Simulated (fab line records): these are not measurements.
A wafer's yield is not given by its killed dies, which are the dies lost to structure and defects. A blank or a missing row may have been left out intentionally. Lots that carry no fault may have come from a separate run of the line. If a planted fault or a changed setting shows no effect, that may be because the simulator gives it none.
What tool caused it? ; flow sky130 ; 7 lots, 21 wafers sampled, at 1 step of a route of 708

## WHAT THE GAUGES READ, wafer by wafer
SKY_NWELL_THK_MEAS_02.
lot;measured;on;NWELL_OXIDATION_THK (nm)
L641;day 2 22:08;film metro-03;9.67 9.39 9.58
L643;day 3 08:56;film metro-03;9.89 9.91 10.01
L645;day 3 22:43;film metro-02;9.86 10.04 9.91
L649;day 4 17:48;film metro-03;10.11 10.21 10.20
L655;day 6 00:07;film metro-01;10.00 9.84 10.10
L657;day 6 08:13;film metro-01;10.27 10.32 10.29
L662;day 7 09:55;film metro-01;9.95 10.21 10.02

## WHICH TOOL RAN EACH LOT (tool, then ch and the chambers of the sampled wafers, then the start)
Record: no process step prior to these readings.

## THE ANSWER, worked out from the rows above alone
Rule: what is usual is taken from the lots themselves. Put in order of their means at a reading, lots are off if they are a third of the lots or fewer, leave a main group of 4 or more, and stand apart from it by a gap of 3 or more times the standard deviation of the main group's means; of several such gaps the widest counts. Not used: any main group whose means are identical at the precision the tables above print for the reading. A lot without any number at a reading at which 4 lots or more have one is off too. All remaining lots with rows at the step are treated as sound.
None of the lots is off at any reading shown; this tells nothing.

## WHAT THE SIMULATOR HAD PUT IN
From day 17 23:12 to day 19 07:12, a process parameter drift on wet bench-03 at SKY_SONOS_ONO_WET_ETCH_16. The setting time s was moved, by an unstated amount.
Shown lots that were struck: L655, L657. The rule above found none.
